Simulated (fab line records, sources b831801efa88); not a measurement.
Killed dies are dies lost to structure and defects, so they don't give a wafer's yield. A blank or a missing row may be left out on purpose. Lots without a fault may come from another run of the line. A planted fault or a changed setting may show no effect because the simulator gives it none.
Which tool did it? | flow sky130 | 11 lots, 33 wafers sampled, at 4 steps of a route of 708

WHAT THE GAUGES READ, wafer by wafer
SKY_RES_XHIGH_TW_MEAS_09.
lot  | measured     | on            | RES_XHIGH_TW
L262 | day 27 08:38 | film_metro-03 | 1637 1637 1645
L263 | day 27 14:29 | film_metro-03 | 1642 1643 1641
L264 | day 28 13:01 | film_metro-03 | 1643 1642 1647
L265 | day 29 14:08 | film_metro-03 | 1626 1627 1636
L266 | day 29 22:48 | film_metro-04 | 2035 2025 2030 2024 2014 2028
L268 | day 30 14:37 | film_metro-03 | 2005 2009 2020 2003 2013 2009
L270 | day 30 18:08 | film_metro-03 | 1644 1649 1636
L272 | day 30 22:55 | film_metro-02 | 1993 2002 2002 1997 1990 1996
L276 | day 32 07:44 | film_metro-04 | 1664 1658 1669
L281 | day 33 10:44 | film_metro-02 | 1625 1629 1624
L283 | day 34 07:32 | film_metro-02 | 1637 1636 1628

WHICH TOOL RAN EACH LOT (tool, then ch and the chambers of the sampled wafers, then the start)
lot  | SKY_POLY_CUT_STRIP_12                | SKY_RES_XHIGH_IMPLANT_07        | SKY_RES_XHIGH_STRIP_08
L262 | plasma_asher-01 ch 0,1, day 24 22:04 | implanter-04 ch 0, day 27 08:23 | plasma_asher-01 ch 0,1, day 27 08:32
L263 | plasma_asher-03 ch 1, day 25 03:34   | implanter-03 ch 0, day 27 14:16 | plasma_asher-02 ch 0,1, day 27 14:23
L264 | plasma_asher-03 ch 1, day 26 02:49   | implanter-03 ch 0, day 28 12:46 | plasma_asher-04 ch 0, day 28 12:55
L265 | plasma_asher-01 ch 0,1, day 27 04:37 | implanter-04 ch 0, day 29 13:55 | plasma_asher-02 ch 0,1, day 29 14:02
L266 | plasma_asher-03 ch 0, day 27 14:10   | implanter-03 ch 0, day 29 22:15 | plasma_asher-01 ch 0,1, day 29 22:41
L268 | plasma_asher-04 ch 0,1, day 28 05:32 | implanter-03 ch 0, day 30 14:05 | plasma_asher-04 ch 0,1, day 30 14:32
L270 | plasma_asher-03 ch 0,1, day 28 09:49 | implanter-01 ch 0, day 30 17:55 | plasma_asher-01 ch 0, day 30 18:02
L272 | plasma_asher-04 ch 0,1, day 28 14:27 | implanter-04 ch 0, day 30 22:20 | plasma_asher-04 ch 0,1, day 30 22:47
L276 | plasma_asher-03 ch 0,1, day 29 22:52 | implanter-04 ch 0, day 32 07:29 | plasma_asher-01 ch 0,1, day 32 07:38
L281 | plasma_asher-03 ch 0,1, day 31 03:52 | implanter-01 ch 0, day 33 10:29 | plasma_asher-02 ch 0,1, day 33 10:38
L283 | plasma_asher-03 ch 0,1, day 32 03:37 | implanter-04 ch 0, day 34 07:17 | plasma_asher-02 ch 0,1, day 34 07:26
- SKY_POLY_CUT_STRIP_12: strips in O2/N2.
- SKY_RES_XHIGH_IMPLANT_07
- SKY_RES_XHIGH_STRIP_08: strips in O2/N2.

THE ANSWER, worked out from the rows above alone
Rule: what is usual is taken from the lots themselves. Put in order of their means at a reading, lots are off if they are a third of the lots or fewer, leave a main group of 4 or more, and stand apart from it by a gap of 3 or more times the standard deviation of the main group's means; of several such gaps the widest counts. A main group whose means are all the same, to the digits that the tables above print for the reading, isn't used. A lot without any number at a reading at which 4 lots or more have one is off too. The other lots that the step has rows for count as sound.
Off: L266, L268, L272, at SKY_RES_XHIGH_TW_MEAS_09 (RES_XHIGH_TW). The main group: mean 1640, standard deviation 11.
A tool fits if, at a process step before that reading, it ran every lot that is off, and no sound lot after the first of them. The gauges at SKY_RES_XHIGH_TW_MEAS_09 are tried like those tools. None of those tried fits.

WHAT THE SIMULATOR HAD PUT IN
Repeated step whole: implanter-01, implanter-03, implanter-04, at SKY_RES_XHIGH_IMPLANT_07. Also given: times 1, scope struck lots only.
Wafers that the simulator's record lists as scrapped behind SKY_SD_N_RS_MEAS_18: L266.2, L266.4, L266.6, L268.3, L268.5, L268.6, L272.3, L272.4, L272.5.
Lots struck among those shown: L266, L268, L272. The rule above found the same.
